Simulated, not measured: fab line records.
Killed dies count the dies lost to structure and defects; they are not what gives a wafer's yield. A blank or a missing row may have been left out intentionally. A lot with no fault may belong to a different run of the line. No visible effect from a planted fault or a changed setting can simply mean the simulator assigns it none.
Chamber matching	flow sky130	cmp-02 running SKY_VIA1_CMP_02: 4 sister chambers
The step polishes SiO2. 4 wafers are shown with their chamber, then 7 later ones without.

## WAFERS, EACH WITH ITS CHAMBER
wafer	chamber	motor current A (A)
L885.2	1	13.0
L885.4	3	12.6
L886.2	0	11.1
L886.4	2	11.4

## WAFERS WITH NO CHAMBER GIVEN
wafer	motor current A (A)
L886.6	12.4
L892.1	11.7
L892.3	12.4
L892.5	13.0
L899.3	12.7
L899.4	11.2
L899.6	12.4

## CHAMBER TAKEN BY EACH
wafer	from the rows above	in truth
L886.6	3	3
L892.1	can't be placed: 2 or 0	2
L892.3	3	3
L892.5	1	1
L899.3	can't be placed: 3 or 1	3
L899.4	can't be placed: 0 or 2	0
L899.6	3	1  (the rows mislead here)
Placed correctly: 3 of 7. Can't be placed from these rows: 3 (the true chamber is among the candidates in 3). Wrongly placed: 1.
How it was worked out, from the rows above alone: a wafer's distance from a chamber is the root of the sum, over the readings, of the square of ((its reading less the chamber's mean) divided by the reading's scatter). If the next closest chamber is less than 2 further off than the closest, the wafer can't be placed; otherwise it belongs to the closest. A chamber's mean is the mean of its shown wafers. The scatter (one wafer shown for each chamber): square how far every hidden wafer sits from the nearest shown wafer, average those squares and take the square root.
